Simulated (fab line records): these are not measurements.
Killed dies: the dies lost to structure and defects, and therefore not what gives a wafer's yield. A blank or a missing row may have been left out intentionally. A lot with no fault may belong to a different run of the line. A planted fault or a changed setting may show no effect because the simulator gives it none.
A lot that was struck, set against a sound lot	flow sky130	20 steps out of a route of 708
Sound: the wafers L604.2, L604.4, L604.5. Wafers struck: L612.2, L612.3, L612.4. The cause comes at the end.
At each step with rows: each side's tool, then ch and its chambers, then its first start. Under that, the readings that differ: sound wafers	struck wafers	difference of the means	sigmas: that difference in standard deviations of wafers without a fault.
alike: words and numbers the same on both sides, and readings whose means are apart by under 2 such deviations; not compared: readings that were withheld, readings missing a value for some wafer, numbers with overlapping values and no deviation given by the record, and bounds like >300 which may hide the same value.
Wherever a step has rows on one side only, a row that says differs or no value, or a row with sigmas, the two part there. Numbers that don't overlap but have no deviation are shown without sigmas and don't part them. A reading that every wafer of one side lacks parts them only if that side has two wafers or more.

first, 6 steps without rows for these wafers: SKY_LDD_HVN_HMDS_01 (prime time 60 s); SKY_LDD_HVN_COAT_02 (resist thk 300 nm); SKY_LDD_HVN_SOFTBAKE_03 (time 60 s); SKY_LDD_HVN_EXPOSE_04 (exposes mask HVNTM, target cd 700 nm); SKY_LDD_HVN_PEB_05; SKY_LDD_HVN_DEVELOP_06 (develop time 60 s).
SKY_LDD_HVN_OVL_MEAS_07:
  sound on overlay-01, day 21 21:29; struck on overlay-02, day 24 19:08
  alike: LDD_HVN_OVL
following that, these wafers have no rows for 1 step: SKY_LDD_HVN_IMPLANT_08.
SKY_LDD_HVN_STRIP_09: strips in O2/N2.
  sound on plasma asher-03 ch 0,1, day 21 21:40; struck on plasma asher-02 ch 0,1, day 24 19:19
  alike: drypump motor current A, oes product au, strip time to endpoint s
  not compared: rf hours counter h
SKY_LDD_HVN_TW_MEAS_10:
  sound on film metro-03, day 21 21:46; struck on film metro-04, day 24 19:25
  alike: LDD_HVN_TW
then, 2 steps without rows for these wafers: SKY_LDD_HVP_DEHYDRATE_00 (time 60 s); SKY_LDD_HVP_HMDS_01 (prime time 60 s).
SKY_LDD_HVP_COAT_02: resist thk 300 nm.
  sound on litho track-04 ch 0, day 22 13:07; struck on litho track-01, day 25 09:33
  no value came back on the struck wafers for chill plate temp C (C), dispense pressure kPa (kPa); on the sound wafers chill plate temp C (C) reads 23.08 23.14 22.97
then, 4 steps without rows for these wafers: SKY_LDD_HVP_SOFTBAKE_03 (time 60 s); SKY_LDD_HVP_EXPOSE_04 (exposes mask HVPTM, target cd 700 nm); SKY_LDD_HVP_PEB_05; SKY_LDD_HVP_DEVELOP_06 (develop time 60 s).
SKY_LDD_HVP_OVL_MEAS_07:
  sound on overlay-01, day 23 04:53; struck on overlay-01, day 26 00:23
reading	sound	struck	difference	sigmas
LDD_HVP_OVL (nm)	-0.6 -0.3 -0.6	- - -	no value on the struck wafers	
following that, these wafers have no rows for 1 step: SKY_LDD_HVP_IMPLANT_08.
-- a jump in the record: the struck wafers' starts before and after are 23 days apart (it breaks off in module LDD_HVP and resumes in module PAD_OPEN, where the first step shown is number 708 of the route) --
SKY_PAD_OPEN_PROBE_99:
  sound on prober-02, day 46 22:04; struck on prober-02, day 48 21:28
reading	sound	struck	difference	sigmas
killed at front end	16 12 16	423 426 423	+409	+99 or more
killed dies	91 80 85	492 492 492	+407	+46
killed on rim	15 19 8	96 96 96	+82	+22
  alike: killed_at_M0_to_M3, killed_at_M4_up, killed at contacts, killed at other, killed open, killed short

WHERE THEY PART
First at SKY_LDD_HVP_COAT_02; last, within this record, at SKY_PAD_OPEN_PROBE_99.

WHY: what the simulator had put in
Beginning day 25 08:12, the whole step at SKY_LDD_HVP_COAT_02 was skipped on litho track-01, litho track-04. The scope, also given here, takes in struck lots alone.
